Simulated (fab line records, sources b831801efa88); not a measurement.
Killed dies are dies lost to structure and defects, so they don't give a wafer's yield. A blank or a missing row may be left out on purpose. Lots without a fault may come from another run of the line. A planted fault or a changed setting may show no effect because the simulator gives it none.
Chamber matching | flow sfq_line | SFQ_TRILAYER_I3_CMP_CMP_082 on cmp-02: 4 sister chambers
The step polishes SiO2. 8 wafers are shown with their chamber, then 12 later ones without.

WAFERS WITH THEIR CHAMBER
wafer  | chamber | motor_current_A (A) | time_to_endpoint_s (s)
L682.5 | 1       | 10.4                | 213
L683.1 | 1       | 10.0                | 219
L686.2 | 2       | 8.3                 | 220
L686.5 | 0       | 8.2                 | 230
L686.6 | 3       | 9.7                 | 218
L696.1 | 2       | 8.4                 | 208
L696.5 | 0       | 9.2                 | 223
L696.6 | 3       | 9.3                 | 203

WAFERS WITHOUT THEIR CHAMBER
wafer  | motor_current_A (A) | time_to_endpoint_s (s)
L698.1 | 8.5                 | 206
L698.3 | 10.1                | 195
L698.5 | 7.9                 | 215
L699.3 | 9.0                 | 213
L699.4 | 9.6                 | 207
L699.5 | 9.6                 | 209
L700.2 | 8.8                 | 215
L700.4 | 9.1                 | 213
L700.6 | 8.4                 | 220
L701.1 | 8.4                 | 211
L701.3 | 9.9                 | 223
L701.5 | 8.3                 | 218

WHICH CHAMBER EACH WENT THROUGH
wafer  | from the rows above               | in truth
L698.1 | can't be placed: 2 or 3 or 0      | 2
L698.3 | can't be placed: 3 or 1           | 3
L698.5 | can't be placed: 2 or 0           | 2
L699.3 | can't be placed: 3 or 2 or 0 or 1 | 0
L699.4 | can't be placed: 3 or 1           | 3
L699.5 | can't be placed: 3 or 1           | 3
L700.2 | can't be placed: 2 or 0 or 3      | 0
L700.4 | can't be placed: 3 or 2 or 0 or 1 | 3
L700.6 | can't be placed: 2 or 0           | 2
L701.1 | can't be placed: 2 or 0           | 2
L701.3 | can't be placed: 1 or 3 or 0      | 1
L701.5 | can't be placed: 2 or 0           | 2
Placed correctly: 0 of 12. Can't be placed from these rows: 12 (the true chamber is among the candidates in 12). Placed wrongly: 0.
How it was worked out, from the rows above alone: a wafer's distance from a chamber is the root of the sum, over the readings, of the square of ((its reading less the chamber's mean) divided by the reading's scatter). The wafer belongs to the nearest chamber; if the next one is less than 2 further off, it can't be placed. A chamber's mean is the mean of its shown wafers. The scatter: the root of (the sum of the squares of (reading less its chamber's mean) over the shown wafers, divided by (wafers less chambers)).
